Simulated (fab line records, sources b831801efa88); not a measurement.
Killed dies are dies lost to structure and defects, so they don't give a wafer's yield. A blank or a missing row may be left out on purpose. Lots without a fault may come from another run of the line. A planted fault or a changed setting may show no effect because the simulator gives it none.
Chamber matching | flow gf180mcu | GF_CONTACT_CMP_04 on cmp-02: 4 sister chambers
The step polishes SiO2. 18 wafers are shown with their chamber, then 9 later ones without.

WAFERS WITH THEIR CHAMBER
wafer  | chamber | motor_current_A (A) | retaining_ring_pressure_frac | time_to_endpoint_s (s)
L871.2 | 1       | 11.8                | 1.010                        | 110
L871.4 | 0       | 12.3                | 0.990                        | 108
L871.6 | 3       | 11.5                | 0.999                        | 108
L872.1 | 0       | 11.8                | 1.005                        | 109
L872.2 | 1       | 11.6                | 0.998                        | 110
L872.4 | 3       | 11.3                | 0.995                        | 113
L875.2 | 2       | 14.4                | 0.991                        | 111
L875.4 | 0       | 12.4                | 1.008                        | 116
L875.5 | 1       | 11.4                | 1.010                        | 118
L879.3 | 3       | 11.7                | 0.998                        | 106
L879.4 | 2       | 14.5                | 1.007                        | 103
L879.5 | 2       | 13.9                | 1.008                        | 114
L880.1 | 1       | 11.6                | 0.999                        | 111
L880.4 | 0       | 12.0                | 1.019                        | 116
L880.6 | 2       | 13.8                | 1.003                        | 109
L881.1 | 3       | 12.3                | 1.007                        | 114
L881.3 | 0       | 12.2                | 1.004                        | 113
L881.4 | 2       | 13.6                | 1.007                        | 113

SIGNATURES (means of the wafers above)
reading                      | chamber 0 | chamber 1 | chamber 2 | chamber 3 | scatter within a chamber
motor_current_A              | 12.140    | 11.600    | 14.040    | 11.700    | 0.326
retaining_ring_pressure_frac | 1.00520   | 1.00425   | 1.00320   | 0.99975   | 0.00776
time_to_endpoint_s           | 112.40    | 112.25    | 110.00    | 110.25    | 3.99
Rule: a wafer's distance from a chamber is the root of the sum, over the readings, of the square of ((its reading less the chamber's mean) divided by the reading's scatter). The wafer belongs to the nearest chamber; if the next one is less than 2 further off, it can't be placed. The scatter: the root of (the sum of the squares of (reading less its chamber's mean) over the shown wafers, divided by (wafers less chambers)).

WAFERS WITHOUT THEIR CHAMBER
wafer  | motor_current_A (A) | retaining_ring_pressure_frac | time_to_endpoint_s (s)
L883.1 | 11.7                | 0.993                        | 105
L883.2 | 14.0                | 0.990                        | 106
L883.6 | 12.2                | 1.001                        | 113
L892.3 | 13.7                | 0.988                        | 115
L892.4 | 11.7                | 0.997                        | 125
L892.6 | 11.5                | 0.999                        | 127
L893.2 | 11.3                | 0.998                        | 108
L893.4 | 13.2                | 1.000                        | 112
L893.6 | 12.0                | 1.002                        | 114

WHICH CHAMBER EACH WENT THROUGH
wafer  | from the rows above          | in truth
L883.1 | can't be placed: 3 or 1 or 0 | 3
L883.2 | 2                            | 2
L883.6 | can't be placed: 0 or 3 or 1 | 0
L892.3 | 2                            | 2
L892.4 | can't be placed: 1 or 0 or 3 | 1
L892.6 | can't be placed: 1 or 0 or 3 | 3
L893.2 | can't be placed: 3 or 1 or 0 | 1
L893.4 | can't be placed: 2 or 0 or 3 | 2
L893.6 | can't be placed: 0 or 1 or 3 | 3
Placed correctly: 2 of 9. Can't be placed from these rows: 7 (the true chamber is among the candidates in 7). Placed wrongly: 0.
